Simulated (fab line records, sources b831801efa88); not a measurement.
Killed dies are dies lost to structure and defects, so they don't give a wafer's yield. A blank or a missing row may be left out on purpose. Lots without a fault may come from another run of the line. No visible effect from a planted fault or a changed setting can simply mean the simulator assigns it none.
Which tool is to blame?    flow sky130    11 lots, 33 wafers sampled, at 5 steps of a route of 708

WHAT THE GAUGES SHOWED, per wafer
SKY_VIA3_CD_MEAS_12: the cd target is 200 nm.
lot   measured      on         cd nm (nm)
L806  day 40 05:50  cd sem-02  201.8 202.9 202.6
L807  day 40 15:47  cd sem-01  198.1 198.5 198.8
L811  day 41 12:00  cd sem-01  200.2 201.0 199.1
L819  day 43 23:20  cd sem-02  201.7 201.2 200.3
L820  day 44 10:41  cd sem-01  199.0 198.7 197.5
L821  day 44 19:14  cd sem-01  200.2 200.1 199.3
L825  day 45 08:23  cd sem-01  199.6 200.4 200.4
L827  day 45 10:16  cd sem-02  200.4 200.0 200.3
L828  day 46 03:06  cd sem-01  201.5 202.7 201.4

TOOL THAT RAN EACH LOT (tool first, then ch and the chambers of the sampled wafers, then the start)
lot   SKY_METAL3_SPUTTER_02         SKY_CAPM_STRIP_14                     SKY_METAL3_METAL_ETCH_18           SKY_VIA3_CMP_02
L806  pvd sputter-04, day 36 23:57  plasma asher-03 ch 0,1, day 38 01:50  rie metal-02 ch 0,1, day 39 03:46  cmp-02 ch 0,1,2, day 39 05:02
L807  pvd sputter-04, day 37 11:59  plasma asher-03 ch 0,1, day 38 12:44  rie metal-01 ch 1, day 39 14:13    cmp-01 ch 1,3, day 39 15:14
L811  pvd sputter-04, day 38 08:14  plasma asher-03 ch 0,1, day 39 09:28  rie metal-04 ch 0,1, day 40 11:13  cmp-01 ch 1,2, day 40 12:10
L812  pvd sputter-04, day 38 21:11  plasma asher-01 ch 0,1, day 39 21:23  rie metal-01 ch 0,1, day 40 22:01  -
L813  pvd sputter-04, day 39 07:49  plasma asher-01 ch 0,1, day 40 09:08  rie metal-02 ch 0,1, day 41 09:46  -
L819  pvd sputter-01, day 40 22:22  plasma asher-04 ch 1, day 41 22:32    rie metal-01 ch 0,1, day 42 22:56  cmp-02 ch 1,2,3, day 43 00:09
L820  pvd sputter-01, day 41 11:31  plasma asher-03 ch 0,1, day 42 11:35  rie metal-01 ch 0,1, day 43 11:17  cmp-02 ch 0,3, day 43 12:14
L821  pvd sputter-01, day 41 19:59  plasma asher-01 ch 0,1, day 42 19:50  rie metal-02 ch 0,1, day 43 19:58  cmp-02 ch 1,2,3, day 43 20:59
L825  pvd sputter-03, day 42 10:09  plasma asher-01 ch 0,1, day 43 09:44  rie metal-01 ch 0,1, day 44 09:09  cmp-01 ch 2,3, day 44 10:14
L827  pvd sputter-01, day 42 13:08  plasma asher-03 ch 0,1, day 43 12:16  rie metal-01 ch 0,1, day 44 11:47  cmp-02 ch 0,2, day 44 12:43
L828  pvd sputter-04, day 43 05:52  plasma asher-03 ch 1, day 44 05:14    rie metal-02 ch 0, day 45 04:36    cmp-01 ch 2,3, day 45 05:43
- SKY_METAL3_SPUTTER_02: material AlCu, target thk 735 nm, time 39.1 s.
- SKY_CAPM_STRIP_14: strips in O2/N2.
- SKY_METAL3_METAL_ETCH_18: etches the open film in Cl2/BCl3, stops on SiO2, target depth 845 nm, time 183.1 s.
- SKY_VIA3_CMP_02: polishes SiO2.

AS READ BY THE TOOLS THEMSELVES (means over the sampled wafers that have a number; for cases with no such wafer, the mark the record gives instead)
SKY_METAL3_SPUTTER_02.
lot   tool            cathode dc power W (W)  throttle valve pct (%)
L806  pvd sputter-04  10598                   28.9
L807  pvd sputter-04  10599                   30.1
L811  pvd sputter-04  10600                   30.6
L812  pvd sputter-04  10600                   30.2
L813  pvd sputter-04  10599                   29.1
L819  pvd sputter-01  10601                   30.5
L820  pvd sputter-01  10600                   30.3
L821  pvd sputter-01  10599                   31.3
L825  pvd sputter-03  10601                   30.1
L827  pvd sputter-01  10600                   30.7
L828  pvd sputter-04  10599                   30.4

SKY_CAPM_STRIP_14.
lot   tool             drypump motor current A (A)  oes product au (a.u.)  strip time to endpoint s (s)
L806  plasma asher-03  5.44                         0.708                  12.62
L807  plasma asher-03  5.61                         0.712                  12.70
L811  plasma asher-03  5.42                         0.708                  12.59
L812  plasma asher-01  5.54                         0.711                  12.68
L813  plasma asher-01  5.50                         0.716                  12.66
L819  plasma asher-04  5.94                         0.711                  12.59
L820  plasma asher-03  5.58                         0.711                  12.57
L821  plasma asher-01  5.55                         0.714                  12.66
L825  plasma asher-01  5.55                         0.710                  12.59
L827  plasma asher-03  5.61                         0.707                  12.69
L828  plasma asher-03  5.74                         0.710                  12.70

SKY_METAL3_METAL_ETCH_18.
lot   tool          drypump motor current A (A)  oes product au (a.u.)  throttle valve pct (%)
L806  rie metal-02  6.2                          0.864                  22.255
L807  rie metal-01  5.4                          0.867                  22.253
L811  rie metal-04  5.5                          0.875                  22.264
L812  rie metal-01  6.0                          1.002                  22.267
L813  rie metal-02  5.9                          1.003                  22.253
L819  rie metal-01  5.6                          0.859                  22.270
L820  rie metal-01  5.9                          0.868                  22.268
L821  rie metal-02  6.2                          0.860                  22.270
L825  rie metal-01  5.7                          0.860                  22.269
L827  rie metal-01  6.0                          0.854                  22.259
L828  rie metal-02  6.5                          0.869                  22.266

SKY_VIA3_CMP_02.
lot   tool    motor current A (A)
L806  cmp-02  11.9
L807  cmp-01  13.8
L811  cmp-01  13.4
L819  cmp-02  12.1
L820  cmp-02  11.7
L821  cmp-02  12.2
L825  cmp-01  13.0
L827  cmp-02  12.0
L828  cmp-01  12.4

THE ANSWER, worked out from the rows above alone
Rule: the usual values come from the lots themselves. The widest of any qualifying gaps counts: lots, ordered by their means at a reading, are off when they make up no more than a third of the lots, leave a main group of 4 or more, and stand apart from it by 3 or more times the standard deviation of that group's means. If all means in a main group match to the digits the tables above print for the reading, that group is not used. Also off: a lot with no number at a reading for which 4 or more lots have one. Any other lot the step has rows for is counted as sound. Order of review: gauges by route order, followed by the tools' own readings, for which a lot's mean as printed above is used. At the first step where some lot is off, the reading lying furthest off is the one used; lots without a number count as furthest.
Off at SKY_METAL3_METAL_ETCH_18 (oes product au): L812, L813. The main group: mean 0.864 a.u., standard deviation 0.006.
If a tool, at that step or one of the process steps before it, ran each lot that is off and ran no sound lot following the first of them, it fits. Of those tried, none fits.

WHAT HAD BEEN PUT IN BY THE SIMULATOR
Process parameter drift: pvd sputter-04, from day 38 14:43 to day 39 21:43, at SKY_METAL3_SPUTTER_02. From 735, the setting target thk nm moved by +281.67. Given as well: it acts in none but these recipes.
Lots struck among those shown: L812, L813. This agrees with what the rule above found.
